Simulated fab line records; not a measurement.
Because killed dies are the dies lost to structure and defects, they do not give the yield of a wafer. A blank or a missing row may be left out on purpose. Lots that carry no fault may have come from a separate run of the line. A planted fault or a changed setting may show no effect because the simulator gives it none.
Commonality check across tools / flow sky130 / 33 wafers sampled across 11 lots

REASON IT WAS OPENED
At SKY_NWELL_THK_MEAS_02 the reading NWELL_OXIDATION_THK is flagged on 2 of 11 lots. No-fault wafers: 10.01 nm, standard deviation 0.19.
Rule: a lot is flagged in two cases, either no wafer of it has a number, or all its wafers with numbers fall more than 4 standard deviations from that mean. The other lots count as sound.

lot=L372; measured=day 2 14:25; on=film metro-03; NWELL_OXIDATION_THK (nm), wafer by wafer=9.86 9.86 9.99; flag=
lot=L373; measured=day 3 01:29; on=film metro-02; NWELL_OXIDATION_THK (nm), wafer by wafer=10.07 10.19 10.13; flag=
lot=L377; measured=day 3 16:17; on=film metro-01; NWELL_OXIDATION_THK (nm), wafer by wafer=9.99 10.08 10.11; flag=
lot=L378; measured=day 3 17:12; on=film metro-02; NWELL_OXIDATION_THK (nm), wafer by wafer=10.18 10.18 9.97; flag=
lot=L384; measured=day 5 01:02; on=film metro-01; NWELL_OXIDATION_THK (nm), wafer by wafer=7.74 7.58 7.52; flag=FLAGGED
lot=L385; measured=day 5 06:13; on=film metro-02; NWELL_OXIDATION_THK (nm), wafer by wafer=7.56 7.27 7.48; flag=FLAGGED
lot=L388; measured=day 5 23:41; on=film metro-01; NWELL_OXIDATION_THK (nm), wafer by wafer=10.45 10.22 10.46; flag=
lot=L389; measured=day 6 04:15; on=film metro-01; NWELL_OXIDATION_THK (nm), wafer by wafer=9.84 9.81 9.78; flag=
lot=L390; measured=day 6 08:19; on=film metro-02; NWELL_OXIDATION_THK (nm), wafer by wafer=10.10 9.98 10.02; flag=
lot=L391; measured=day 6 14:54; on=film metro-01; NWELL_OXIDATION_THK (nm), wafer by wafer=10.10 10.10 10.12; flag=
lot=L395; measured=day 7 09:50; on=film metro-02; NWELL_OXIDATION_THK (nm), wafer by wafer=9.86 9.77 9.81; flag=
Average over the flagged lots: 7.53 nm; offset from the usual -2.48 nm, equal to -13 standard deviations.

EACH LOT AND THE TOOL IT RAN ON
2 process steps preceding the reading are held in the record, out of 708 steps in the route. Every cell lists first the tool, next ch and the chambers used by the sampled wafers, and last the start.
lot=L372; flag=; SKY_FIELD_ISO_ETCH_15=rie diel-02 ch 1,2,3, day 2 08:42; SKY_NWELL_OXIDATION_01=furnace-02 ch 0, day 2 12:59
lot=L373; flag=; SKY_FIELD_ISO_ETCH_15=rie diel-03 ch 2,3, day 2 18:18; SKY_NWELL_OXIDATION_01=furnace-02 ch 0, day 3 00:05
lot=L377; flag=; SKY_FIELD_ISO_ETCH_15=rie diel-03 ch 0,2, day 3 07:14; SKY_NWELL_OXIDATION_01=furnace-01 ch 0, day 3 14:54
lot=L378; flag=; SKY_FIELD_ISO_ETCH_15=rie diel-01 ch 0,2,3, day 3 10:33; SKY_NWELL_OXIDATION_01=furnace-02 ch 0, day 3 15:49
lot=L384; flag=FLAGGED; SKY_FIELD_ISO_ETCH_15=rie diel-01 ch 2,3, day 4 18:56; SKY_NWELL_OXIDATION_01=furnace-02 ch 0, day 4 23:38
lot=L385; flag=FLAGGED; SKY_FIELD_ISO_ETCH_15=rie diel-03 ch 1,2, day 5 00:26; SKY_NWELL_OXIDATION_01=furnace-02 ch 0, day 5 04:49
lot=L388; flag=; SKY_FIELD_ISO_ETCH_15=rie diel-01 ch 1,2,3, day 5 16:02; SKY_NWELL_OXIDATION_01=furnace-01 ch 0, day 5 22:17
lot=L389; flag=; SKY_FIELD_ISO_ETCH_15=rie diel-02 ch 1,3, day 5 19:57; SKY_NWELL_OXIDATION_01=furnace-01 ch 0, day 6 02:50
lot=L390; flag=; SKY_FIELD_ISO_ETCH_15=rie diel-02 ch 0,2,3, day 6 02:35; SKY_NWELL_OXIDATION_01=furnace-01 ch 0, day 6 06:55
lot=L391; flag=; SKY_FIELD_ISO_ETCH_15=rie diel-01 ch 1,2, day 6 07:03; SKY_NWELL_OXIDATION_01=furnace-01 ch 0, day 6 13:29
lot=L395; flag=; SKY_FIELD_ISO_ETCH_15=rie diel-03 ch 2,3, day 7 03:44; SKY_NWELL_OXIDATION_01=furnace-01 ch 0, day 7 08:26
These steps, and what they do:
- SKY_FIELD_ISO_ETCH_15: etches the open film in CHF3/O2, stops on Si, target depth 180 nm, time 72 s.
- SKY_NWELL_OXIDATION_01: stabilise 600 s, purge 300 s, target thk 10 nm.
- SKY_NWELL_THK_MEAS_02

FLAGGED OVER TOTAL, TOOL BY TOOL (the gauges that took the reading come last)
step=SKY_FIELD_ISO_ETCH_15; tool=rie diel-01; lots run=4; flagged=1; share of the flagged lots=some; sound lots run after its first flagged lot=2 (L388,L391)
step=SKY_FIELD_ISO_ETCH_15; tool=rie diel-02; lots run=3; flagged=0; share of the flagged lots=none; sound lots run after its first flagged lot=-
step=SKY_FIELD_ISO_ETCH_15; tool=rie diel-03; lots run=4; flagged=1; share of the flagged lots=some; sound lots run after its first flagged lot=1 (L395)
step=SKY_NWELL_OXIDATION_01; tool=furnace-01; lots run=6; flagged=0; share of the flagged lots=none; sound lots run after its first flagged lot=-
step=SKY_NWELL_OXIDATION_01; tool=furnace-02; lots run=5; flagged=2; share of the flagged lots=all; sound lots run after its first flagged lot=0
step=SKY_NWELL_THK_MEAS_02; tool=film metro-01; lots run=5; flagged=1; share of the flagged lots=some; sound lots run after its first flagged lot=3 (L388,L389,L391)
step=SKY_NWELL_THK_MEAS_02; tool=film metro-02; lots run=5; flagged=1; share of the flagged lots=some; sound lots run after its first flagged lot=2 (L390,L395)
step=SKY_NWELL_THK_MEAS_02; tool=film metro-03; lots run=1; flagged=0; share of the flagged lots=none; sound lots run after its first flagged lot=-

WHAT IS ALLOWED BY THE TABLE
All flagged lots share 1 row of the table, namely furnace-02 at SKY_NWELL_OXIDATION_01.
- furnace-02 at SKY_NWELL_OXIDATION_01 ran 5 lots, 2 of them flagged. It ran its last sound lot, L378, at day 3 15:49 and its first flagged lot, L384, at day 4 23:38: a fault with its onset between the two fits. Its own readings lie more than 4 standard deviations out on every wafer of the flagged lots: spike tc bottom C, spike tc centre C, spike tc lower C, spike tc top C, spike tc upper C, tube center temp C, tube_center_temp_C_max.
furnace-02 at SKY_NWELL_OXIDATION_01 is the single tool remaining.

WHAT THE SIMULATOR PUT IN
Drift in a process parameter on furnace-02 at SKY_NWELL_OXIDATION_01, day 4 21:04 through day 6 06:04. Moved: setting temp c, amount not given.
Struck lots among those shown: L384, L385. The rule given above showed the same thing.
